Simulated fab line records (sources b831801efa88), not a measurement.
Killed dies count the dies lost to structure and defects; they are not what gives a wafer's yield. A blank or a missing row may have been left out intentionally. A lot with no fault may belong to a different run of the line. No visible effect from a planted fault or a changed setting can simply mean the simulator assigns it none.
One fault seen from 2 desks    flow sky130    each desk holds nothing but its own numbers, with what lay behind them at the end

FOR THE TOOL OWNER'S DESK: pvd-sputter-02
The tool's own readings at SKY_CAP2M_SPUTTER_02 (material TiN, target thk 200 nm, time 166.7 s): means of the sampled wafers that have a number, for each lot that ran on this tool. A lot is out of limits, marked OUT, if its mean lies more than 4 standard deviations from the usual mean; the brackets give that distance.
Columns: A = throttle-valve-pct at SKY_CAP2M_SPUTTER_02, usual 30.2 %
lot   first seen here  A
L704  day 39 17:23     30.4
L705  day 39 22:28     30.5
L708  day 41 03:46     31.2
L712  day 42 09:17     30.3
L723  day 46 08:10     29.8
L722  day 46 11:50     30.8
This desk's verdict: no lot among the 6 shows anything out of limits.

AT THE METROLOGY DESK
What the gauges read for every lot (on any tool): the sampled wafers with a number, averaged. A lot is out of limits, marked OUT, if its mean lies more than 4 standard deviations from the usual mean; the brackets give that distance.
Columns: A = cd-nm at SKY_VIA3_CD_MEAS_12, usual 199.9 nm; B = CAP2M_TIN_RS at SKY_CAP2M_RS_MEAS_03, usual 6.94 ohm/sq; C = CAP2M_TIN_THK at SKY_CAP2M_THK_MEAS_04, usual 198.5 nm; D = METAL4_OVL at SKY_METAL4_OVL_MEAS_14, usual 2 nm
lot   first seen here  A      B               C                 D
L703  day 39 09:01     197.5  6.99            197.9             -1
L704  day 39 15:38     198.6  6.94            198.3             3
L705  day 39 20:40     201.1  7.05            192.2             -6
L707  day 40 12:08     199.4  6.92            197.9             -8
L708  day 41 02:01     200.2  6.96            199.6             6
L709  day 41 03:45     199.2  6.98            196.8             1
L712  day 42 07:31     201.9  6.95            198.6             -2
L723  day 46 06:18     199.5  7.86 (+11) OUT  179.7 (-7.5) OUT  5
L724  day 46 07:38     200.4  6.97            196.2             -9
L722  day 46 10:07     199.7  9.77 (+35) OUT  142.9 (-22) OUT   8
This desk finds L722, L723 out of limits, with the earliest case on L723 at day 46 08:19 (CAP2M_TIN_RS at SKY_CAP2M_RS_MEAS_03). In limits: L703, L704, L705, L707, L708, L709, L712, L724.

ALL TOGETHER
An alarm was possible from the metrology desk at day 46 08:19, on L722, L723.
The desk of the tool owner found nothing out of limits.
The tool owner's desk has L722, L723 on record, within its limits.
The lots listed all ran SKY_CAP2M_SPUTTER_02 on pvd-sputter-02.

WHAT THE SIMULATOR HAD PUT IN
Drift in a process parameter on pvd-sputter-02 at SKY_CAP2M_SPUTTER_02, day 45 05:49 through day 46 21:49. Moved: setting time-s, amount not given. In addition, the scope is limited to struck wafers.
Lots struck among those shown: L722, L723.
Delay in hours, fault start to first out-of-limits reading, per desk: metrology desk 26.
